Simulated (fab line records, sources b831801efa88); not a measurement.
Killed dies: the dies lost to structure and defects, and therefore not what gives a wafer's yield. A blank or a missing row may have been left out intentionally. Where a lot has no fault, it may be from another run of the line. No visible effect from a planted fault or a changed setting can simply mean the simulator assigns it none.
Matching of chambers -- flow gf180mcu -- GF_SAB_CVD_00 on pecvd-02: 3 sister chambers
The step deposits SiO2 from TEOS, target thk 50 nm, time 5.087 s. 3 wafers are shown with their chamber, then 8 later ones without.

== WAFERS, EACH WITH ITS CHAMBER ==
wafer,chamber,heater power outer w (W)
L084.4,1,379
L090.4,2,287
L091.3,0,345

== WAFERS WITH NO CHAMBER GIVEN ==
wafer,heater power outer w (W)
L091.4,287
L091.5,339
L092.1,309
L092.2,456
L092.5,453
L093.1,387
L093.2,433
L093.3,385

== EACH ONE'S CHAMBER ==
wafer,from the rows above,in truth
L091.4,can't be placed: 2 or 0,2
L091.5,can't be placed: 0 or 1 or 2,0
L092.1,can't be placed: 2 or 0 or 1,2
L092.2,can't be placed: 1 or 0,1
L092.5,can't be placed: 1 or 0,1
L093.1,can't be placed: 1 or 0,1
L093.2,can't be placed: 1 or 0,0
L093.3,can't be placed: 1 or 0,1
Correctly placed: 0 of 8. Unplaceable from these rows: 8, with the true chamber sitting among the candidates in 8. 0 placed wrongly.
How it was worked out, from the rows above alone: a wafer's distance from a chamber is the root of the sum, over the readings, of the square of ((its reading less the chamber's mean) divided by the reading's scatter). The wafer belongs to the nearest chamber; if the next one is less than 2 further off, it can't be placed. For every chamber, the mean is computed from those of its wafers that are shown. The scatter: with one shown wafer a chamber, the root of the mean of the squares of how far each hidden wafer lies from its nearest shown one.
